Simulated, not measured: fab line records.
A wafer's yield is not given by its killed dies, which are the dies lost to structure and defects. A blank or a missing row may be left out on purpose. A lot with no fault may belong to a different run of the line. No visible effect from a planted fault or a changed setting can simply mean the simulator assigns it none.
fab line records || flow gf180mcu
record: {"lots": 6, "wafers": 18, "last_day": 34}
route steps=602 shown NSD@238 PSD@248
lots that met no fault: taken from a fault-free run of the same line
start_h: start of the lot's first displayed wafer, in hours after the record's first day || wait_h: hours since the lot's step before || " identical to the entry in the row above || L1.1+2: a row that stands for several wafers || - no value, or no start given || * or withheld: withheld || < > ~ a bound
route shown NAME@n: names a module that has steps shown in the file, with the first one's number in the route || usual: mean/standard deviation taken from wafers without a fault || same: alike in all rows || chamber/n: place in a boat || sites: the reading at each site || _std_site: the values' standard deviation || _edge_site: mean of outer sites minus mean of inner sites || radius_mm: for every site, how far away it sits from the centre of the wafer || mask NAME#n: copy n || behind: the tool/chamber that last shaped the wafer || hold: reason for holding the lot/hours on hold/outcome of the hold || device: whichever transistor did not switch (one of n, p or np) || end of line: tests of these same wafers at the route's end || a step with no rows: only its recipe || killed: at the first sort, the dies lost to defects and structure; wafer yield is something else || map: the dies of a wafer, with x for killed, . for not killed, _ for no die there
set.NAME: the setting that was run; set.NAME@STEP: the one run at that earlier step || model.NAME: the simulator's own value behind a step, which no gauge read
lots at selected steps of the route; one table per step, one row per wafer
services: when a tool's chamber went out of use (start_h, in hours from the record's first day, below 0 if earlier), for how many hours, and the reason
== steps ==
step: GF_NSD_SOFTBAKE_03
recipe: {"temp_c": 90, "time_s": 60, "resist": "NOVOLAK"}
step: GF_NSD_EXPOSE_04
recipe: {"mask_id": "Nplus", "target_cd_nm": 400, "na": 0.6, "source_shape": "conventional", "sigma_outer": 0.6, "dose_mj": 140}
step: GF_NSD_PEB_05
recipe: {"temp_c": "withheld", "time_s": "*", "resist": "NOVOLAK"}
step: GF_NSD_DEVELOP_06
recipe: {"develop_time_s": 60, "dev_temp_c": 23}
step: GF_NSD_CD_MEAS_07
recipe: {"target_cd_nm": 400}
usual: {"cd_nm": "400.5/2.1"}
{"lot.wafer": "L550.1", "tool": "cd_sem-02", "chamber": "-", "start_h": 302.92, "wait_h": 0.1, "cd_nm": 401.5}
{"lot.wafer": "L550.2", "tool": "cd_sem-02", "chamber": "-", "start_h": 302.92, "wait_h": 0.1, "cd_nm": 402.1}
{"lot.wafer": "L550.4", "tool": "cd_sem-02", "chamber": "-", "start_h": 302.92, "wait_h": 0.1, "cd_nm": 402.3}
{"lot.wafer": "L555.3", "tool": "cd_sem-01", "chamber": "-", "start_h": 350.55, "wait_h": 0.1, "cd_nm": 399.9}
{"lot.wafer": "L555.4", "tool": "cd_sem-01", "chamber": "-", "start_h": 350.55, "wait_h": 0.1, "cd_nm": 401.9}
{"lot.wafer": "L555.6", "tool": "cd_sem-01", "chamber": "-", "start_h": 350.55, "wait_h": 0.1, "cd_nm": 400.8}
{"lot.wafer": "L557.4", "tool": "cd_sem-01", "chamber": "-", "start_h": 356.14, "wait_h": 0.1, "cd_nm": 404.2}
{"lot.wafer": "L557.5", "tool": "cd_sem-01", "chamber": "-", "start_h": 356.14, "wait_h": 0.1, "cd_nm": 401.4}
{"lot.wafer": "L557.6", "tool": "cd_sem-01", "chamber": "-", "start_h": 356.14, "wait_h": 0.1, "cd_nm": 399.9}
{"lot.wafer": "L567.1", "tool": "cd_sem-02", "chamber": "-", "start_h": 449.48, "wait_h": 0.1, "cd_nm": 401.3}
{"lot.wafer": "L567.2", "tool": "cd_sem-02", "chamber": "-", "start_h": 449.48, "wait_h": 0.1, "cd_nm": 400.6}
{"lot.wafer": "L567.5", "tool": "cd_sem-02", "chamber": "-", "start_h": 449.48, "wait_h": 0.1, "cd_nm": 400.6}
{"lot.wafer": "L571.2", "tool": "cd_sem-02", "chamber": "-", "start_h": 482.30, "wait_h": 0.1, "cd_nm": 396.9}
{"lot.wafer": "L571.5", "tool": "cd_sem-02", "chamber": "-", "start_h": 482.30, "wait_h": 0.1, "cd_nm": 395.1}
{"lot.wafer": "L571.6", "tool": "cd_sem-02", "chamber": "-", "start_h": 482.30, "wait_h": 0.1, "cd_nm": 399.6}
{"lot.wafer": "L573.2", "tool": "cd_sem-02", "chamber": "-", "start_h": 493.17, "wait_h": 0.1, "cd_nm": 402.7}
{"lot.wafer": "L573.3", "tool": "cd_sem-02", "chamber": "-", "start_h": 493.17, "wait_h": 0.1, "cd_nm": 402.8}
{"lot.wafer": "L573.4", "tool": "cd_sem-02", "chamber": "-", "start_h": 493.17, "wait_h": 0.1, "cd_nm": 403.6}
step: GF_NSD_OVL_MEAS_08
usual: {"NSD_OVL": "-0.1/1.5"}
{"lot.wafer": "L550.1", "tool": "overlay-02", "chamber": "-", "start_h": 303.04, "wait_h": 0.1, "NSD_OVL[nm]": -1.3}
{"lot.wafer": "L550.2", "tool": "overlay-02", "chamber": "-", "start_h": 303.04, "wait_h": 0.1, "NSD_OVL[nm]": -0.9}
{"lot.wafer": "L550.4", "tool": "overlay-02", "chamber": "-", "start_h": 303.04, "wait_h": 0.1, "NSD_OVL[nm]": -1.4}
{"lot.wafer": "L555.3", "tool": "overlay-02", "chamber": "-", "start_h": 350.64, "wait_h": 0.1, "NSD_OVL[nm]": -1.8}
{"lot.wafer": "L555.4", "tool": "overlay-02", "chamber": "-", "start_h": 350.64, "wait_h": 0.1, "NSD_OVL[nm]": 1.3}
{"lot.wafer": "L555.6", "tool": "overlay-02", "chamber": "-", "start_h": 350.64, "wait_h": 0.1, "NSD_OVL[nm]": -0.2}
{"lot.wafer": "L557.4", "tool": "overlay-02", "chamber": "-", "start_h": 356.22, "wait_h": 0.1, "NSD_OVL[nm]": 0.8}
{"lot.wafer": "L557.5", "tool": "overlay-02", "chamber": "-", "start_h": 356.22, "wait_h": 0.1, "NSD_OVL[nm]": 0.9}
{"lot.wafer": "L557.6", "tool": "overlay-02", "chamber": "-", "start_h": 356.22, "wait_h": 0.1, "NSD_OVL[nm]": 0.9}
{"lot.wafer": "L567.1", "tool": "overlay-02", "chamber": "-", "start_h": 449.60, "wait_h": 0.1, "NSD_OVL[nm]": -0.1}
{"lot.wafer": "L567.2", "tool": "overlay-02", "chamber": "-", "start_h": 449.60, "wait_h": 0.1, "NSD_OVL[nm]": 0.8}
{"lot.wafer": "L567.5", "tool": "overlay-02", "chamber": "-", "start_h": 449.60, "wait_h": 0.1, "NSD_OVL[nm]": -0.3}
{"lot.wafer": "L571.2", "tool": "overlay-01", "chamber": "-", "start_h": 482.41, "wait_h": 0.1, "NSD_OVL[nm]": -0.2}
{"lot.wafer": "L571.5", "tool": "overlay-01", "chamber": "-", "start_h": 482.41, "wait_h": 0.1, "NSD_OVL[nm]": 1.0}
{"lot.wafer": "L571.6", "tool": "overlay-01", "chamber": "-", "start_h": 482.41, "wait_h": 0.1, "NSD_OVL[nm]": -0.3}
{"lot.wafer": "L573.2", "tool": "overlay-02", "chamber": "-", "start_h": 493.28, "wait_h": 0.1, "NSD_OVL[nm]": 0.8}
{"lot.wafer": "L573.3", "tool": "overlay-02", "chamber": "-", "start_h": 493.28, "wait_h": 0.1, "NSD_OVL[nm]": -2.0}
{"lot.wafer": "L573.4", "tool": "overlay-02", "chamber": "-", "start_h": 493.28, "wait_h": 0.1, "NSD_OVL[nm]": 0.6}
step: GF_NSD_IMPLANT_09
recipe: {"species": "As", "energy_kev": 60, "dose_cm2": 4e+15, "tilt_deg": 7}
step: GF_NSD_IMPLANT_10
recipe: {"species": "P", "energy_kev": 40, "dose_cm2": 5e+14, "tilt_deg": 7}
step: GF_NSD_STRIP_11
recipe: {"chemistry": "O2/N2", "power_w": 1400, "pressure_mtorr": 1500, "platen_temp_c": 250, "o2_flow_sccm": 3000, "n2_flow_sccm": 300, "overash_fraction": 0.5}
usual: {"drypump_motor_current_A": "5.7/0.35", "heater_power_w": "332/17", "oes_product_au": "0.487/0.0041", "strip_time_to_endpoint_s": "22.95/0.03"}
{"lot.wafer": "L550.1", "tool": "plasma_asher-01", "chamber": 1, "start_h": 303.38, "wait_h": 0.1, "drypump_motor_current_A": 5.6, "heater_power_w": 348, "oes_product_au": 0.489, "rf_hours_counter_h": 63, "strip_time_to_endpoint_s": 22.99}
{"lot.wafer": "L550.2", "tool": "plasma_asher-01", "chamber": 0, "start_h": 303.38, "wait_h": 0.1, "drypump_motor_current_A": 6.1, "heater_power_w": 326, "oes_product_au": 0.488, "rf_hours_counter_h": 63, "strip_time_to_endpoint_s": 23.04}
{"lot.wafer": "L550.4", "tool": "plasma_asher-01", "chamber": 0, "start_h": 303.38, "wait_h": 0.1, "drypump_motor_current_A": 6.1, "heater_power_w": 346, "oes_product_au": 0.492, "rf_hours_counter_h": "-", "strip_time_to_endpoint_s": 22.98}
{"lot.wafer": "L555.3", "tool": "plasma_asher-01", "chamber": 0, "start_h": 351.00, "wait_h": 0.1, "drypump_motor_current_A": 6.1, "heater_power_w": 335, "oes_product_au": 0.493, "rf_hours_counter_h": "-", "strip_time_to_endpoint_s": 22.98}
{"lot.wafer": "L555.4", "tool": "plasma_asher-01", "chamber": 1, "start_h": 351.00, "wait_h": 0.1, "drypump_motor_current_A": 5.6, "heater_power_w": 355, "oes_product_au": 0.490, "rf_hours_counter_h": "-", "strip_time_to_endpoint_s": 22.98}
{"lot.wafer": "L555.6", "tool": "plasma_asher-01", "chamber": 0, "start_h": 351.00, "wait_h": 0.1, "drypump_motor_current_A": 6.1, "heater_power_w": 335, "oes_product_au": 0.482, "rf_hours_counter_h": "-", "strip_time_to_endpoint_s": 22.97}
{"lot.wafer": "L557.4", "tool": "plasma_asher-02", "chamber": 0, "start_h": 356.57, "wait_h": 0.1, "drypump_motor_current_A": 6.2, "heater_power_w": 344, "oes_product_au": 0.486, "rf_hours_counter_h": "-", "strip_time_to_endpoint_s": 22.94}
{"lot.wafer": "L557.5", "tool": "plasma_asher-02", "chamber": 1, "start_h": 356.57, "wait_h": 0.1, "drypump_motor_current_A": 5.7, "heater_power_w": 327, "oes_product_au": 0.487, "rf_hours_counter_h": "-", "strip_time_to_endpoint_s": 22.98}
{"lot.wafer": "L557.6", "tool": "plasma_asher-02", "chamber": 0, "start_h": 356.57, "wait_h": 0.1, "drypump_motor_current_A": 6.2, "heater_power_w": 348, "oes_product_au": 0.489, "rf_hours_counter_h": "-", "strip_time_to_endpoint_s": 22.97}
{"lot.wafer": "L567.1", "tool": "plasma_asher-01", "chamber": 0, "start_h": 449.94, "wait_h": 0.1, "drypump_motor_current_A": 6.1, "heater_power_w": 326, "oes_product_au": 0.487, "rf_hours_counter_h": 79, "strip_time_to_endpoint_s": 22.94}
{"lot.wafer": "L567.2", "tool": "plasma_asher-01", "chamber": 1, "start_h": 449.94, "wait_h": 0.1, "drypump_motor_current_A": 5.6, "heater_power_w": 339, "oes_product_au": 0.478, "rf_hours_counter_h": 79, "strip_time_to_endpoint_s": 22.96}
{"lot.wafer": "L567.5", "tool": "plasma_asher-01", "chamber": 1, "start_h": 449.94, "wait_h": 0.1, "drypump_motor_current_A": 5.6, "heater_power_w": 344, "oes_product_au": 0.481, "rf_hours_counter_h": "-", "strip_time_to_endpoint_s": 22.93}
{"lot.wafer": "L571.2", "tool": "plasma_asher-04", "chamber": 0, "start_h": 482.74, "wait_h": 0.1, "drypump_motor_current_A": 5.8, "heater_power_w": 305, "oes_product_au": 0.494, "rf_hours_counter_h": 6, "strip_time_to_endpoint_s": 22.96}
{"lot.wafer": "L571.5", "tool": "plasma_asher-04", "chamber": 0, "start_h": 482.74, "wait_h": 0.1, "drypump_motor_current_A": 5.8, "heater_power_w": 311, "oes_product_au": 0.492, "rf_hours_counter_h": "-", "strip_time_to_endpoint_s": 22.97}
{"lot.wafer": "L571.6", "tool": "plasma_asher-04", "chamber": 1, "start_h": 482.74, "wait_h": 0.1, "drypump_motor_current_A": 5.2, "heater_power_w": 331, "oes_product_au": 0.489, "rf_hours_counter_h": "-", "strip_time_to_endpoint_s": 22.94}
{"lot.wafer": "L573.2", "tool": "plasma_asher-04", "chamber": 0, "start_h": 493.61, "wait_h": 0.1, "drypump_motor_current_A": 5.8, "heater_power_w": 306, "oes_product_au": 0.488, "rf_hours_counter_h": 7, "strip_time_to_endpoint_s": 22.92}
{"lot.wafer": "L573.3", "tool": "plasma_asher-04", "chamber": 0, "start_h": 493.61, "wait_h": 0.1, "drypump_motor_current_A": 5.8, "heater_power_w": 303, "oes_product_au": 0.489, "rf_hours_counter_h": "-", "strip_time_to_endpoint_s": 22.91}
{"lot.wafer": "L573.4", "tool": "plasma_asher-04", "chamber": 1, "start_h": 493.61, "wait_h": 0.1, "drypump_motor_current_A": 5.1, "heater_power_w": 344, "oes_product_au": 0.481, "rf_hours_counter_h": "-", "strip_time_to_endpoint_s": 22.95}
step: GF_NSD_TW_MEAS_12
usual: {"NSD_TW": "4216/43"}
{"lot.wafer": "L550.1", "tool": "film_metro-02", "chamber": "-", "start_h": 303.48, "wait_h": 0.1, "NSD_TW": 4167}
{"lot.wafer": "L550.2", "tool": "film_metro-02", "chamber": "-", "start_h": 303.48, "wait_h": 0.1, "NSD_TW": 4177}
{"lot.wafer": "L550.4", "tool": "film_metro-02", "chamber": "-", "start_h": 303.48, "wait_h": 0.1, "NSD_TW": 4179}
{"lot.wafer": "L555.3", "tool": "film_metro-01", "chamber": "-", "start_h": 351.08, "wait_h": 0.1, "NSD_TW": 4267}
{"lot.wafer": "L555.4", "tool": "film_metro-01", "chamber": "-", "start_h": 351.08, "wait_h": 0.1, "NSD_TW": 4285}
{"lot.wafer": "L555.6", "tool": "film_metro-01", "chamber": "-", "start_h": 351.08, "wait_h": 0.1, "NSD_TW": 4291}
{"lot.wafer": "L557.4", "tool": "film_metro-01", "chamber": "-", "start_h": 356.67, "wait_h": 0.1, "NSD_TW": 4264}
{"lot.wafer": "L557.5", "tool": "film_metro-01", "chamber": "-", "start_h": 356.67, "wait_h": 0.1, "NSD_TW": 4273}
{"lot.wafer": "L557.6", "tool": "film_metro-01", "chamber": "-", "start_h": 356.67, "wait_h": 0.1, "NSD_TW": 4259}
{"lot.wafer": "L567.1", "tool": "film_metro-02", "chamber": "-", "start_h": 450.04, "wait_h": 0.1, "NSD_TW": 4179}
{"lot.wafer": "L567.2", "tool": "film_metro-02", "chamber": "-", "start_h": 450.04, "wait_h": 0.1, "NSD_TW": 4215}
{"lot.wafer": "L567.5", "tool": "film_metro-02", "chamber": "-", "start_h": 450.04, "wait_h": 0.1, "NSD_TW": 4187}
{"lot.wafer": "L571.2", "tool": "film_metro-02", "chamber": "-", "start_h": 482.85, "wait_h": 0.1, "NSD_TW": 4202}
{"lot.wafer": "L571.5", "tool": "film_metro-02", "chamber": "-", "start_h": 482.85, "wait_h": 0.1, "NSD_TW": 4187}
{"lot.wafer": "L571.6", "tool": "film_metro-02", "chamber": "-", "start_h": 482.85, "wait_h": 0.1, "NSD_TW": 4180}
{"lot.wafer": "L573.2", "tool": "film_metro-04", "chamber": "-", "start_h": 493.72, "wait_h": 0.1, "NSD_TW": 4196}
{"lot.wafer": "L573.3", "tool": "film_metro-04", "chamber": "-", "start_h": 493.72, "wait_h": 0.1, "NSD_TW": 4180}
{"lot.wafer": "L573.4", "tool": "film_metro-04", "chamber": "-", "start_h": 493.72, "wait_h": 0.1, "NSD_TW": 4199}
step: GF_PSD_DEHYDRATE_00
recipe: {"temp_c": 200, "time_s": 60}
step: GF_PSD_HMDS_01
recipe: {"prime_time_s": 60, "prime_temp_c": 120}
step: GF_PSD_COAT_02
recipe: {"resist": "NOVOLAK", "spin_rpm": 3000, "resist_thk_nm": 1000}
usual: {"chill_plate_temp_C": "23.00/0.099", "dispense_pressure_kPa": "49.8/2.7"}
{"lot.wafer": "L550.1", "tool": "litho_track-01", "chamber": 0, "start_h": 312.38, "wait_h": 0.1, "chill_plate_temp_C": 22.95, "dispense_pressure_kPa": 47.3}
{"lot.wafer": "L550.2", "tool": "litho_track-01", "chamber": 0, "start_h": 312.38, "wait_h": 0.1, "chill_plate_temp_C": 22.91, "dispense_pressure_kPa": 47.3}
{"lot.wafer": "L550.4", "tool": "litho_track-01", "chamber": 0, "start_h": 312.38, "wait_h": 0.1, "chill_plate_temp_C": 23.01, "dispense_pressure_kPa": 47.3}
{"lot.wafer": "L555.3", "tool": "litho_track-01", "chamber": "-", "start_h": 361.78, "wait_h": 0.1, "chill_plate_temp_C": "-", "dispense_pressure_kPa": "-"}
{"lot.wafer": "L555.4", "tool": "litho_track-01", "chamber": "-", "start_h": 361.78, "wait_h": 0.1, "chill_plate_temp_C": "-", "dispense_pressure_kPa": "-"}
{"lot.wafer": "L555.6", "tool": "litho_track-01", "chamber": "-", "start_h": 361.78, "wait_h": 0.1, "chill_plate_temp_C": "-", "dispense_pressure_kPa": "-"}
{"lot.wafer": "L557.4", "tool": "litho_track-02", "chamber": "-", "start_h": 367.41, "wait_h": 0.1, "chill_plate_temp_C": "-", "dispense_pressure_kPa": "-"}
{"lot.wafer": "L557.5", "tool": "litho_track-02", "chamber": "-", "start_h": 367.41, "wait_h": 0.1, "chill_plate_temp_C": "-", "dispense_pressure_kPa": "-"}
{"lot.wafer": "L557.6", "tool": "litho_track-02", "chamber": "-", "start_h": 367.41, "wait_h": 0.1, "chill_plate_temp_C": "-", "dispense_pressure_kPa": "-"}
{"lot.wafer": "L567.1", "tool": "litho_track-02", "chamber": 0, "start_h": 461.98, "wait_h": 0.1, "chill_plate_temp_C": 22.89, "dispense_pressure_kPa": 48.4}
{"lot.wafer": "L567.2", "tool": "litho_track-02", "chamber": 0, "start_h": 461.98, "wait_h": 0.1, "chill_plate_temp_C": 23.00, "dispense_pressure_kPa": 48.3}
{"lot.wafer": "L567.5", "tool": "litho_track-02", "chamber": 0, "start_h": 461.98, "wait_h": 0.1, "chill_plate_temp_C": 22.83, "dispense_pressure_kPa": 48.3}
{"lot.wafer": "L571.2", "tool": "litho_track-01", "chamber": 0, "start_h": 494.65, "wait_h": 0.1, "chill_plate_temp_C": 23.22, "dispense_pressure_kPa": 47.3}
{"lot.wafer": "L571.5", "tool": "litho_track-01", "chamber": 0, "start_h": 494.65, "wait_h": 0.1, "chill_plate_temp_C": 23.18, "dispense_pressure_kPa": 47.3}
{"lot.wafer": "L571.6", "tool": "litho_track-01", "chamber": 0, "start_h": 494.65, "wait_h": 0.1, "chill_plate_temp_C": 23.02, "dispense_pressure_kPa": 47.3}
{"lot.wafer": "L573.2", "tool": "litho_track-04", "chamber": 0, "start_h": 505.00, "wait_h": 0.1, "chill_plate_temp_C": 22.98, "dispense_pressure_kPa": 53.2}
{"lot.wafer": "L573.3", "tool": "litho_track-04", "chamber": 0, "start_h": 505.00, "wait_h": 0.1, "chill_plate_temp_C": 23.01, "dispense_pressure_kPa": 53.2}
{"lot.wafer": "L573.4", "tool": "litho_track-04", "chamber": 0, "start_h": 505.00, "wait_h": 0.1, "chill_plate_temp_C": 23.05, "dispense_pressure_kPa": 53.2}
step: GF_PSD_SOFTBAKE_03
recipe: {"temp_c": 90, "time_s": 60, "resist": "NOVOLAK"}
step: GF_PSD_EXPOSE_04
recipe: {"mask_id": "Pplus", "target_cd_nm": 400, "na": 0.6, "source_shape": "conventional", "sigma_outer": 0.6, "dose_mj": 140}
step: GF_PSD_PEB_05
recipe: {"temp_c": "withheld", "time_s": "*", "resist": "NOVOLAK"}
step: GF_PSD_DEVELOP_06
recipe: {"develop_time_s": 60, "dev_temp_c": 23}
step: GF_PSD_CD_MEAS_07
recipe: {"target_cd_nm": 400}
usual: {"cd_nm": "400.0/2.3"}
{"lot.wafer": "L550.1", "tool": "cd_sem-01", "chamber": "-", "start_h": 322.64, "wait_h": 0.1, "cd_nm": 399.9}
{"lot.wafer": "L550.2", "tool": "cd_sem-01", "chamber": "-", "start_h": 322.64, "wait_h": 0.1, "cd_nm": 400.6}
{"lot.wafer": "L550.4", "tool": "cd_sem-01", "chamber": "-", "start_h": 322.64, "wait_h": 0.1, "cd_nm": 399.5}
{"lot.wafer": "L555.3", "tool": "cd_sem-01", "chamber": "-", "start_h": 372.91, "wait_h": 0.1, "cd_nm": "-"}
{"lot.wafer": "L555.4", "tool": "cd_sem-01", "chamber": "-", "start_h": 372.91, "wait_h": 0.1, "cd_nm": "-"}
{"lot.wafer": "L555.6", "tool": "cd_sem-01", "chamber": "-", "start_h": 372.91, "wait_h": 0.1, "cd_nm": "-"}
{"lot.wafer": "L557.4", "tool": "cd_sem-02", "chamber": "-", "start_h": 378.48, "wait_h": 0.1, "cd_nm": "-"}
{"lot.wafer": "L557.5", "tool": "cd_sem-02", "chamber": "-", "start_h": 378.48, "wait_h": 0.1, "cd_nm": "-"}
{"lot.wafer": "L557.6", "tool": "cd_sem-02", "chamber": "-", "start_h": 378.48, "wait_h": 0.1, "cd_nm": "-"}
{"lot.wafer": "L567.1", "tool": "cd_sem-01", "chamber": "-", "start_h": 474.27, "wait_h": 0.2, "cd_nm": 399.2}
{"lot.wafer": "L567.2", "tool": "cd_sem-01", "chamber": "-", "start_h": 474.27, "wait_h": 0.2, "cd_nm": 400.8}
{"lot.wafer": "L567.5", "tool": "cd_sem-01", "chamber": "-", "start_h": 474.27, "wait_h": 0.2, "cd_nm": 401.5}
{"lot.wafer": "L571.2", "tool": "cd_sem-02", "chamber": "-", "start_h": 506.59, "wait_h": 0.1, "cd_nm": 396.6}
{"lot.wafer": "L571.5", "tool": "cd_sem-02", "chamber": "-", "start_h": 506.59, "wait_h": 0.1, "cd_nm": 396.9}
{"lot.wafer": "L571.6", "tool": "cd_sem-02", "chamber": "-", "start_h": 506.59, "wait_h": 0.1, "cd_nm": 396.4}
{"lot.wafer": "L573.2", "tool": "cd_sem-01", "chamber": "-", "start_h": 516.90, "wait_h": 0.1, "cd_nm": 399.1}
{"lot.wafer": "L573.3", "tool": "cd_sem-01", "chamber": "-", "start_h": 516.90, "wait_h": 0.1, "cd_nm": 402.0}
{"lot.wafer": "L573.4", "tool": "cd_sem-01", "chamber": "-", "start_h": 516.90, "wait_h": 0.1, "cd_nm": 400.9}
step: GF_PSD_OVL_MEAS_08
usual: {"PSD_OVL": "0.4/1.5"}
{"lot.wafer": "L550.1", "tool": "overlay-01", "chamber": "-", "start_h": 322.76, "wait_h": 0.1, "PSD_OVL[nm]": 2.2}
{"lot.wafer": "L550.2", "tool": "overlay-01", "chamber": "-", "start_h": 322.76, "wait_h": 0.1, "PSD_OVL[nm]": -1.1}
{"lot.wafer": "L550.4", "tool": "overlay-01", "chamber": "-", "start_h": 322.76, "wait_h": 0.1, "PSD_OVL[nm]": -0.8}
{"lot.wafer": "L555.3", "tool": "overlay-01", "chamber": "-", "start_h": 373.01, "wait_h": 0.1, "PSD_OVL[nm]": "-"}
{"lot.wafer": "L555.4", "tool": "overlay-01", "chamber": "-", "start_h": 373.01, "wait_h": 0.1, "PSD_OVL[nm]": "-"}
{"lot.wafer": "L555.6", "tool": "overlay-01", "chamber": "-", "start_h": 373.01, "wait_h": 0.1, "PSD_OVL[nm]": "-"}
{"lot.wafer": "L557.4", "tool": "overlay-01", "chamber": "-", "start_h": 378.56, "wait_h": 0.1, "PSD_OVL[nm]": "-"}
{"lot.wafer": "L557.5", "tool": "overlay-01", "chamber": "-", "start_h": 378.56, "wait_h": 0.1, "PSD_OVL[nm]": "-"}
{"lot.wafer": "L557.6", "tool": "overlay-01", "chamber": "-", "start_h": 378.56, "wait_h": 0.1, "PSD_OVL[nm]": "-"}
{"lot.wafer": "L567.1", "tool": "overlay-01", "chamber": "-", "start_h": 474.39, "wait_h": 0.1, "PSD_OVL[nm]": 2.1}
{"lot.wafer": "L567.2", "tool": "overlay-01", "chamber": "-", "start_h": 474.39, "wait_h": 0.1, "PSD_OVL[nm]": 2.2}
{"lot.wafer": "L567.5", "tool": "overlay-01", "chamber": "-", "start_h": 474.39, "wait_h": 0.1, "PSD_OVL[nm]": 1.3}
{"lot.wafer": "L571.2", "tool": "overlay-02", "chamber": "-", "start_h": 506.70, "wait_h": 0.1, "PSD_OVL[nm]": -0.3}
{"lot.wafer": "L571.5", "tool": "overlay-02", "chamber": "-", "start_h": 506.70, "wait_h": 0.1, "PSD_OVL[nm]": -2.2}
{"lot.wafer": "L571.6", "tool": "overlay-02", "chamber": "-", "start_h": 506.70, "wait_h": 0.1, "PSD_OVL[nm]": -0.7}
{"lot.wafer": "L573.2", "tool": "overlay-01", "chamber": "-", "start_h": 517.01, "wait_h": 0.1, "PSD_OVL[nm]": 0.4}
{"lot.wafer": "L573.3", "tool": "overlay-01", "chamber": "-", "start_h": 517.01, "wait_h": 0.1, "PSD_OVL[nm]": 1.1}
{"lot.wafer": "L573.4", "tool": "overlay-01", "chamber": "-", "start_h": 517.01, "wait_h": 0.1, "PSD_OVL[nm]": -0.4}
== services ==
{"tool": "plasma_asher-04", "chamber": "-", "start_h": 293.83, "hours": 0.4, "kind": "repair"}
{"tool": "litho_track-01", "chamber": "-", "start_h": 296.92, "hours": "-", "kind": "consumable_replace:filter"}
{"tool": "litho_track-02", "chamber": "-", "start_h": 347.24, "hours": "-", "kind": "consumable_replace:filter"}
{"tool": "plasma_asher-02", "chamber": "-", "start_h": 401.81, "hours": 0.3, "kind": "repair"}
{"tool": "plasma_asher-04", "chamber": "-", "start_h": 421.25, "hours": 9.0, "kind": "pm"}
{"tool": "plasma_asher-04", "chamber": 0, "start_h": 421.25, "hours": 9.0, "kind": "vent_cycle"}
{"tool": "plasma_asher-04", "chamber": 1, "start_h": 421.25, "hours": 9.0, "kind": "vent_cycle"}
{"tool": "plasma_asher-04", "chamber": 0, "start_h": 430.25, "hours": "-", "kind": "clean"}
{"tool": "plasma_asher-04", "chamber": 1, "start_h": 430.25, "hours": "-", "kind": "clean"}
{"tool": "plasma_asher-01", "chamber": "-", "start_h": 453.57, "hours": 2.8, "kind": "pm"}
== key ==
first_sign: {"step": "GF_PSD_COAT_02", "reading": "tool_record", "direction": "missing"}
effect: {"step": "GF_PSD_CD_MEAS_07", "reading": "cd_nm", "direction": "missing"}
effect: {"step": "GF_PSD_OVL_MEAS_08", "reading": "PSD_OVL", "direction": "missing"}
met_at GF_PSD_COAT_02
struck_wafers L555.3,L555.4,L555.6,L557.4,L557.5,L557.6
sort_left_out L555.3,L555.4,L555.6,L557.4,L557.5,L557.6
tester_left_out L555,L557
onset_between 312.38 361.78
fault: {"kind": "skipped_step_whole", "tool": "litho_track-01,litho_track-02", "chamber": "-", "onset_h": 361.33, "steps": "GF_PSD_COAT_02", "scope": "struck_lots_only"}
tester_left_out: of these lots the tester's yield and bins aren't shown, on N5 and GAA mostly nor the transistor test; their killed dies are dies lost to structure and defects alone, not to doping, threshold or leakage, so they don't give the yield
sort_left_out: the simulated sort isn't trusted on such a fault, so these wafers' sort isn't shown, and their yield isn't known
